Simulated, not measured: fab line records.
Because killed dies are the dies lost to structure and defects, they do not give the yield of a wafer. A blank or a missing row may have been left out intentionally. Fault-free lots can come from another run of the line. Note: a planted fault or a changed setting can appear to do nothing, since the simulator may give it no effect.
The same fault as seen by 2 desks :: flow gf180mcu :: numbers are kept per desk, each desk with only its own; the story behind them comes last

## TOOL OWNER'S DESK, implanter-01
For each lot that ran on this tool, the mean over its sampled wafers that have a number, from the tool's own readings at GF_VT_IMPLANT_IMPLANT_41. A lot is out of limits, marked OUT, if its mean lies more than 4 standard deviations from the usual mean; the brackets give that distance.
Columns: A = dose_ions_cm2 at GF_VT_IMPLANT_IMPLANT_41, usual 1.0132e+12; B = faraday_current_uA at GF_VT_IMPLANT_IMPLANT_41, usual 5.71
lot: L606
first seen here: day 7 14:13
A: 1.0133e+12
B: 5.61

lot: L607
first seen here: day 7 20:31
A: 1.0136e+12
B: 5.75

lot: L611
first seen here: day 8 22:32
A: 1.0975e+12 (+70) OUT
B: 6.07

lot: L613
first seen here: day 9 12:34
A: 1.0980e+12 (+71) OUT
B: 6.21 (+4.5) OUT

lot: L623
first seen here: day 12 06:25
A: 1.0123e+12
B: 5.62

lot: L626
first seen here: day 13 03:52
A: 1.0125e+12
B: 5.69

lot: L627
first seen here: day 13 08:32
A: 1.0133e+12
B: 5.83

lot: L628
first seen here: day 13 16:32
A: 1.0129e+12
B: 5.71
Finding of this desk: L611, L613 out of limits; the first was L611 at day 8 22:32, on dose_ions_cm2 at GF_VT_IMPLANT_IMPLANT_41. Within limits: L606, L607, L623, L626, L627, L628.

## AT THE METROLOGY DESK
What the gauges read, lot by lot, whatever tool the lot ran on: means of the sampled wafers that have a number. A lot is out of limits, marked OUT, if its mean lies more than 4 standard deviations from the usual mean; the brackets give that distance.
Columns: A = VT_IMPLANT_OVL at GF_VT_IMPLANT_OVL_MEAS_07, usual 0.1 nm; B = VT_IMPLANT_02_OVL at GF_VT_IMPLANT_OVL_MEAS_29, usual 0.7 nm; C = VT_IMPLANT_4_TW at GF_VT_IMPLANT_TW_MEAS_43, usual 695
lot: L606
first seen here: day 5 17:10
A: 1.2
B: 0.8
C: 699

lot: L607
first seen here: day 5 22:19
A: -0.3
B: 2.8
C: 699

lot: L611
first seen here: day 6 21:10
A: -0.7
B: 2.4
C: 720

lot: L613
first seen here: day 7 10:38
A: -1.1
B: -1.1
C: 720

lot: L614
first seen here: day 7 18:10
A: -1.1
B: 0.5
C: 685

lot: L620
first seen here: day 9 05:02
A: -0.3
B: 0.5
C: 686

lot: L622
first seen here: day 9 16:17
A: 2.0
B: -0.5
C: 686

lot: L623
first seen here: day 9 23:17
A: 1.9
B: -0.6
C: 697

lot: L624
first seen here: day 10 05:46
A: -1.4
B: 2.8
C: 690

lot: L625
first seen here: day 10 11:23
A: 2.1
B: -0.2
C: 687

lot: L626
first seen here: day 10 19:07
A: -0.8
B: 0.2
C: 699

lot: L627
first seen here: day 10 22:52
A: -0.1
B: -2.8
C: 692

lot: L628
first seen here: day 11 06:08
A: 0.3
B: 0.6
C: 699
Finding of this desk: none of the 13 lots has anything out of limits.

## PUT TOGETHER
At day 8 22:32, on L611, L613, the tool owner's desk was in a position to raise an alarm.
Metrology desk: nothing out of limits seen.
The metrology desk has L611, L613 on record, within its limits.
GF_VT_IMPLANT_IMPLANT_41 was run on implanter-01 by each of the lots named.

## WHAT THE SIMULATOR HAD INSERTED
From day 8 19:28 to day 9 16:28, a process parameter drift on implanter-01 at GF_VT_IMPLANT_IMPLANT_41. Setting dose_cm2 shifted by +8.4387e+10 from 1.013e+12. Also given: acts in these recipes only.
Struck lots among those shown: L611, L613.
Time in hours from fault onset to the first out-of-limits reading at each desk: the tool owner's desk, 3.
